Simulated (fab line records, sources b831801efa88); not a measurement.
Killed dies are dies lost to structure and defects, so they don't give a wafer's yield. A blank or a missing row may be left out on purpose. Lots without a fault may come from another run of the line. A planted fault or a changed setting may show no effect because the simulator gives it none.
Chamber matching | flow gf180mcu | GF_CONTACT_CMP_04 on cmp-02: 4 sister chambers
The step polishes SiO2. 14 wafers are shown with their chamber, then 7 later ones without.

WAFERS WITH THEIR CHAMBER
wafer  | chamber | motor_current_A (A) | time_to_endpoint_s (s)
L640.1 | 1       | 11.4                | 105
L640.3 | 2       | 11.4                | 100
L640.4 | 3       | 13.0                | 108
L643.2 | 3       | 12.7                | 113
L643.3 | 2       | 12.1                | 112
L643.4 | 0       | 12.9                | 120
L644.2 | 2       | 12.1                | 98
L644.4 | 3       | 12.4                | 117
L644.6 | 1       | 10.2                | 109
L645.2 | 3       | 12.7                | 111
L645.4 | 0       | 12.3                | 112
L645.5 | 3       | 12.2                | 125
L651.2 | 0       | 12.7                | 115
L651.4 | 1       | 10.9                | 118

SIGNATURES (means of the wafers above)
reading            | chamber 0 | chamber 1 | chamber 2 | chamber 3 | scatter within a chamber
motor_current_A    | 12.633    | 10.833    | 11.867    | 12.600    | 0.402
time_to_endpoint_s | 115.67    | 110.67    | 103.33    | 114.80    | 6.39
Rule: a wafer's distance from a chamber is the root of the sum, over the readings, of the square of ((its reading less the chamber's mean) divided by the reading's scatter). The wafer belongs to the nearest chamber; if the next one is less than 2 further off, it can't be placed. The scatter: the root of (the sum of the squares of (reading less its chamber's mean) over the shown wafers, divided by (wafers less chambers)).

WAFERS WITHOUT THEIR CHAMBER
wafer  | motor_current_A (A) | time_to_endpoint_s (s)
L651.5 | 12.4                | 116
L655.1 | 10.3                | 109
L655.2 | 12.3                | 106
L655.4 | 11.5                | 111
L659.2 | 13.1                | 110
L659.4 | 10.9                | 115
L659.6 | 10.9                | 124

WHICH CHAMBER EACH WENT THROUGH
wafer  | from the rows above               | in truth
L651.5 | can't be placed: 3 or 0 or 2      | 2
L655.1 | 1                                 | 1
L655.2 | can't be placed: 2 or 3 or 0      | 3
L655.4 | can't be placed: 2 or 1 or 3 or 0 | 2
L659.2 | can't be placed: 3 or 0 or 2      | 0
L659.4 | 1                                 | 1
L659.6 | can't be placed: 1 or 2           | 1
Placed correctly: 2 of 7. Can't be placed from these rows: 5 (the true chamber is among the candidates in 5). Placed wrongly: 0.
